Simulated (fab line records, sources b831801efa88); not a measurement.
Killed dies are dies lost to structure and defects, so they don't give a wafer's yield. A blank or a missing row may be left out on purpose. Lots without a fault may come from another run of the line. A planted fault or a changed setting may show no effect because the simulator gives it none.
Chamber matching | flow sky130 | SKY_SONOS_ONO_ETCH_15 on rie_diel-03: 4 sister chambers
The step etches the open film in CHF3/O2, target depth 19.52 nm, time 7.8 s. 14 wafers are shown with their chamber, then 7 later ones without.

WAFERS WITH THEIR CHAMBER
wafer  | chamber | rf_fwd_power_W (W) | oes_product_au (a.u.) | throttle_valve_pct (%)
L075.3 | 3       | 588                | 1.008                 | 8.824
L075.4 | 1       | 588                | 1.005                 | 8.832
L075.5 | 1       | 588                | 1.000                 | 8.817
L078.2 | 1       | 590                | 0.996                 | 8.820
L078.3 | 0       | 584                | 0.989                 | 8.826
L078.4 | 3       | 589                | 1.000                 | 8.815
L079.3 | 0       | 586                | 0.999                 | 8.819
L079.4 | 1       | 590                | 1.002                 | 8.832
L079.5 | 0       | 585                | 0.991                 | 8.833
L087.2 | 2       | 587                | 1.000                 | 8.837
L087.3 | 0       | 587                | 0.995                 | 8.826
L087.5 | 1       | 587                | 0.995                 | 8.814
L092.1 | 2       | 586                | 0.993                 | 8.814
L092.2 | 1       | 585                | 0.990                 | 8.827

SIGNATURES (means of the wafers above)
reading            | chamber 0 | chamber 1 | chamber 2 | chamber 3 | scatter within a chamber
rf_fwd_power_W     | 585.50    | 588.00    | 586.50    | 588.50    | 1.55
oes_product_au     | 0.99350   | 0.99800   | 0.99650   | 1.00400   | 0.00511
throttle_valve_pct | 8.82600   | 8.82367   | 8.82550   | 8.81950   | 0.00839
Rule: a wafer's distance from a chamber is the root of the sum, over the readings, of the square of ((its reading less the chamber's mean) divided by the reading's scatter). The wafer belongs to the nearest chamber; if the next one is less than 2 further off, it can't be placed. The scatter: the root of (the sum of the squares of (reading less its chamber's mean) over the shown wafers, divided by (wafers less chambers)).

WAFERS WITHOUT THEIR CHAMBER
wafer  | rf_fwd_power_W (W) | oes_product_au (a.u.) | throttle_valve_pct (%)
L092.3 | 584                | 0.992                 | 8.823
L093.2 | 587                | 0.979                 | 8.828
L093.3 | 592                | 0.992                 | 8.835
L093.4 | 588                | 1.003                 | 8.834
L094.2 | 588                | 0.994                 | 8.815
L094.5 | 587                | 0.996                 | 8.822
L094.6 | 591                | 0.997                 | 8.830

WHICH CHAMBER EACH WENT THROUGH
wafer  | from the rows above               | in truth
L092.3 | can't be placed: 0 or 2 or 1      | 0
L093.2 | can't be placed: 0 or 2 or 1      | 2
L093.3 | can't be placed: 1 or 3 or 2 or 0 | 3
L093.4 | can't be placed: 1 or 3 or 2 or 0 | 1
L094.2 | can't be placed: 1 or 2 or 3 or 0 | 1
L094.5 | can't be placed: 2 or 1 or 0 or 3 | 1
L094.6 | can't be placed: 1 or 3 or 2 or 0 | 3
Placed correctly: 0 of 7. Can't be placed from these rows: 7 (the true chamber is among the candidates in 7). Placed wrongly: 0.
